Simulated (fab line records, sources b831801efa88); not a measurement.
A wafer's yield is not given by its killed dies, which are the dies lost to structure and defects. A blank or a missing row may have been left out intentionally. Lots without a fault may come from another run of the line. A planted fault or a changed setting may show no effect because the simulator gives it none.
8D (eight disciplines) problem report, filled in by code || flow sky130 || the parts of the form that need people (team, actions taken, sign-off) are left out

## 1. THE PROBLEM
Wafers without a fault read 119.09 s, standard deviation 0.22; run length s at SKY_VIA2_SOFTBAKE_08 reads a mean of 128.46 s on 6 wafers belonging to 2 lots. That is +43 standard deviations from the usual mean.
The step: time 90 s.
The first sign was on wafer L327.1 at day 39 04:00, on litho track-01. The record holds 39 wafers of 13 lots with a number at this step. The rule behind "out" and "out of limits": a value lying over 4 standard deviations away from the usual mean. The other wafers with a number count as sound.

## 2. WHAT IT IS, AND WHAT IT ISN'T
{"question": "which readings at this step", "is": "run length s", "is not": "-"}
{"question": "which lots", "is": "L326, L327", "is not": "L316, L317, L319, L320, L323, L325, L332, L335, L337, L338, L339"}
{"question": "which wafers of those lots", "is": "all that have a number", "is not": "-"}
{"question": "read on which tools", "is": "litho track-01", "is not": "litho track-02, litho track-04"}
{"question": "when", "is": "from day 39 04:00", "is not": "up to then (18 sound wafers); but 15 sound wafers of L332, L335, L337, L338, L339 came after"}

## 3. THE SUSPECTS, EACH WITH WHAT RULES IT OUT
Counting: a tool at any process step up to the reading remains a suspect when it ran all the lots that are out and ran no sound lot after the first of those.
- litho track-01 at SKY_VIA2_SOFTBAKE_08 (time 90 s): ruled out as a lasting fault. Sound lots L338 ran on it after its first lot that is out, L327 (day 39 04:00).
Left after counting: nothing in the record.

## 4. THE CAUSE (what the simulator had put in)
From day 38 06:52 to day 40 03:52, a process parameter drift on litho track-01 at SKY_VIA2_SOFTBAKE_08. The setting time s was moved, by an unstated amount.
Counting ruled it out, wrongly.

## 5. SEQUENCE OF EFFECTS, ordered by route
Each row: a reading where the mean over the struck wafers with a number is more than 3 standard deviations away from the usual. Only readings for which the record gives a usual standard deviation are gone through. hours: the time from each lot's start at the first step in this table that gives one to its start at this step, as a median over the lots. sigmas: the change in usual standard deviations.
{"hours": 0, "step": "SKY_VIA2_SOFTBAKE_08", "reading": "run length s", "usual": "119.09 s", "on struck wafers": 128.46, "change": "+9.37", "sigmas": "+43"}
Process steps it contains:
- SKY_VIA2_SOFTBAKE_08: time 90 s.

## 6. WHAT WOULD HAVE CAUGHT IT SOONER
21 hours passed between the start of the fault at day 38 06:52 and the first reading out of limits in this record, taken at day 39 04:00.
